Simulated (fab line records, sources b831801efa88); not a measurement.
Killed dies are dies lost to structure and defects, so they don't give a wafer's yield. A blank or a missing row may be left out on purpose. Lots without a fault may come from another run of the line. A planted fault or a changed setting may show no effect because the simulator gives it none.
Which tool did it? | flow gf180mcu | 11 lots, 33 wafers sampled, at 7 steps of a route of 602

WHAT THE GAUGES READ, wafer by wafer
GF_V1_RS_MEAS_24: measures by four-point-probe.
lot  | measured     | on            | V1_W_RS (ohm/sq)
L720 | day 17 22:14 | film_metro-03 | 0.324 0.324 0.326
L721 | day 18 14:43 | film_metro-02 | 0.329 0.328 0.328
L724 | day 19 14:22 | film_metro-02 | 0.330 0.330 0.323
L726 | day 20 12:40 | film_metro-03 | 0.328 0.328 0.330
L728 | day 21 05:05 | film_metro-03 | 0.330 0.330 0.331
L730 | day 22 01:07 | film_metro-01 | 0.334 0.336 0.333
L731 | day 22 03:59 | film_metro-03 | 0.332 0.334 0.337
L735 | day 23 19:02 | film_metro-01 | 0.224 0.224 0.327
L736 | day 24 02:08 | film_metro-03 | 0.330 0.330 0.327
L737 | day 24 12:42 | film_metro-03 | 0.325 0.325 0.223
L743 | day 26 07:31 | film_metro-03 | 0.323 0.329 0.328

GF_V1_THK_MEAS_25: measures by xrf.
lot  | measured     | on            | V1_W_THK (nm)
L720 | day 17 22:21 | film_metro-03 | 354 354 351
L721 | day 18 14:49 | film_metro-02 | 345 345 346
L724 | day 19 14:29 | film_metro-02 | 350 348 356
L726 | day 20 12:46 | film_metro-03 | 345 346 342
L728 | day 21 05:13 | film_metro-03 | 344 341 342
L730 | day 22 01:14 | film_metro-01 | 340 336 339
L731 | day 22 04:06 | film_metro-03 | 341 337 333
L735 | day 23 19:10 | film_metro-01 | 493 492 342
L736 | day 24 02:14 | film_metro-03 | 343 344 346
L737 | day 24 12:48 | film_metro-03 | 348 348 502
L743 | day 26 07:38 | film_metro-03 | 354 348 349

GF_M2_THK_MEAS_06: measures by xrf.
lot  | measured     | on            | M2_ALCU_THK (nm)
L720 | day 17 23:03 | film_metro-04 | 464 457 464
L721 | day 18 15:31 | film_metro-01 | 467 472 474
L724 | day 19 15:11 | film_metro-01 | 462 466 471
L726 | day 20 13:28 | film_metro-01 | 466 473 466
L728 | day 21 05:55 | film_metro-04 | 468 461 468
L730 | day 22 01:56 | film_metro-01 | 469 463 472
L731 | day 22 04:48 | film_metro-04 | 458 457 459
L735 | day 23 19:52 | film_metro-03 | 470 470 470
L736 | day 24 02:56 | film_metro-03 | 465 463 464
L737 | day 24 13:30 | film_metro-03 | 469 465 461
L743 | day 26 08:20 | film_metro-03 | 460 459 461

WHICH TOOL RAN EACH LOT (tool, then ch and the chambers of the sampled wafers, then the start)
lot  | GF_V1_CVD_23                  | GF_V1_CMP_26                  | GF_M2_SPUTTER_01             | GF_M2_SPUTTER_03
L720 | cvd_w-02 ch 0,1, day 17 22:07 | cmp-02 ch 0,1,3, day 17 22:34 | pvd_sputter-04, day 17 22:49 | pvd_sputter-04, day 17 22:52
L721 | cvd_w-02 ch 0,1, day 18 14:35 | cmp-02 ch 0,2,3, day 18 15:01 | pvd_sputter-03, day 18 15:16 | pvd_sputter-03, day 18 15:20
L724 | cvd_w-02 ch 1, day 19 14:15   | cmp-02 ch 0,2, day 19 14:36   | pvd_sputter-04, day 19 14:57 | pvd_sputter-04, day 19 15:01
L726 | cvd_w-01 ch 0,1, day 20 12:32 | cmp-01 ch 0,3, day 20 12:48   | pvd_sputter-03, day 20 13:12 | pvd_sputter-03, day 20 13:16
L728 | cvd_w-01 ch 0,1, day 21 04:59 | cmp-02 ch 2,3, day 21 05:19   | pvd_sputter-04, day 21 05:40 | pvd_sputter-04, day 21 05:44
L730 | cvd_w-01 ch 0,1, day 22 01:00 | cmp-01 ch 0,1,2, day 22 01:20 | pvd_sputter-04, day 22 01:41 | pvd_sputter-04, day 22 01:45
L731 | cvd_w-01 ch 1, day 22 03:52   | cmp-02 ch 0,1,3, day 22 04:10 | pvd_sputter-01, day 22 04:34 | pvd_sputter-01, day 22 04:37
L735 | cvd_w-02 ch 0,1, day 23 18:56 | cmp-01 ch 0,2,3, day 23 19:13 | pvd_sputter-01, day 23 19:37 | pvd_sputter-01, day 23 19:41
L736 | cvd_w-01 ch 0,1, day 24 02:01 | cmp-02 ch 0,1, day 24 02:16   | pvd_sputter-03, day 24 02:40 | pvd_sputter-03, day 24 02:44
L737 | cvd_w-02 ch 0,1, day 24 12:35 | cmp-02 ch 2,3, day 24 12:50   | pvd_sputter-01, day 24 13:14 | pvd_sputter-01, day 24 13:18
L743 | cvd_w-01 ch 0,1, day 26 07:24 | cmp-02 ch 0,2,3, day 26 07:44 | pvd_sputter-01, day 26 08:05 | pvd_sputter-01, day 26 08:09
- GF_V1_CVD_23: deposits W, target thk 350 nm, time 105.05 s.
- GF_V1_CMP_26: polishes, stops on SiO2, t overpolish 15 s, target thk 0 nm.
- GF_M2_SPUTTER_01: material TiN, target thk 30 nm, time 25 s.
- GF_M2_SPUTTER_03: material Ti, target thk 10 nm, time 6.7 s.

WHAT THE TOOLS THEMSELVES READ (means of the sampled wafers that have a number; where no wafer has one, the mark that the record gives instead)
GF_V1_CVD_23.
lot  | tool     | heater_power_w (W)
L720 | cvd_w-02 | 805
L721 | cvd_w-02 | 884
L724 | cvd_w-02 | 971
L726 | cvd_w-01 | 738
L728 | cvd_w-01 | 731
L730 | cvd_w-01 | 737
L731 | cvd_w-01 | 737
L735 | cvd_w-02 | 803
L736 | cvd_w-01 | 737
L737 | cvd_w-02 | 898
L743 | cvd_w-01 | 745

GF_V1_CMP_26.
lot  | tool   | motor_current_A (A) | time_to_endpoint_s (s)
L720 | cmp-02 | 12.1                | 88
L721 | cmp-02 | 12.5                | 86
L724 | cmp-02 | 11.5                | 86
L726 | cmp-01 | 11.7                | 82
L728 | cmp-02 | 12.3                | 88
L730 | cmp-01 | 10.8                | 84
L731 | cmp-02 | 12.1                | 87
L735 | cmp-01 | 11.8                | 111
L736 | cmp-02 | 11.7                | 87
L737 | cmp-02 | 12.4                | 99
L743 | cmp-02 | 12.3                | 85

GF_M2_SPUTTER_01.
lot  | tool           | throttle_valve_pct (%)
L720 | pvd_sputter-04 | 29.2
L721 | pvd_sputter-03 | 29.4
L724 | pvd_sputter-04 | 28.7
L726 | pvd_sputter-03 | 29.6
L728 | pvd_sputter-04 | 28.7
L730 | pvd_sputter-04 | 29.2
L731 | pvd_sputter-01 | 30.1
L735 | pvd_sputter-01 | 30.1
L736 | pvd_sputter-03 | 30.5
L737 | pvd_sputter-01 | 30.0
L743 | pvd_sputter-01 | 31.1

GF_M2_SPUTTER_03.
lot  | tool           | throttle_valve_pct (%)
L720 | pvd_sputter-04 | 29.2
L721 | pvd_sputter-03 | 29.4
L724 | pvd_sputter-04 | 28.6
L726 | pvd_sputter-03 | 29.5
L728 | pvd_sputter-04 | 28.7
L730 | pvd_sputter-04 | 29.4
L731 | pvd_sputter-01 | 30.0
L735 | pvd_sputter-01 | 30.1
L736 | pvd_sputter-03 | 30.4
L737 | pvd_sputter-01 | 30.0
L743 | pvd_sputter-01 | 31.1

THE ANSWER, worked out from the rows above alone
Rule: what is usual is taken from the lots themselves. Put in order of their means at a reading, lots are off if they are a third of the lots or fewer, leave a main group of 4 or more, and stand apart from it by a gap of 3 or more times the standard deviation of the main group's means; of several such gaps the widest counts. A main group whose means are all the same, to the digits that the tables above print for the reading, isn't used. A lot without any number at a reading at which 4 lots or more have one is off too. The other lots that the step has rows for count as sound. The gauges are gone through in route order, then the tools' own readings, and for those a lot's mean is taken as printed above. The first step at which some lot is off is used, and at that step the reading that is off furthest; a lot without a number counts as furthest.
Off: L735, L737, at GF_V1_RS_MEAS_24 (V1_W_RS). The main group: mean 0.329 ohm/sq, standard deviation 0.0031.
A tool fits if, at a process step before that reading, it ran every lot that is off, and no sound lot after the first of them. The gauges at GF_V1_RS_MEAS_24 aren't tried: what is off there is off at GF_V1_CMP_26 too, on other tools, and a gauge's error can't cause that. One fits: cvd_w-02 at GF_V1_CVD_23. Its last sound lot is L724 (day 19 14:15), its first lot that is off L735 (day 23 18:56): a fault that began between those two fits.

WHAT THE SIMULATOR HAD PUT IN
Process parameter drift: cvd_w-02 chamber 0, from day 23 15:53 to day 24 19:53, at GF_V1_CVD_23. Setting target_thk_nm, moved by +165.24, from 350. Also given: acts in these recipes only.
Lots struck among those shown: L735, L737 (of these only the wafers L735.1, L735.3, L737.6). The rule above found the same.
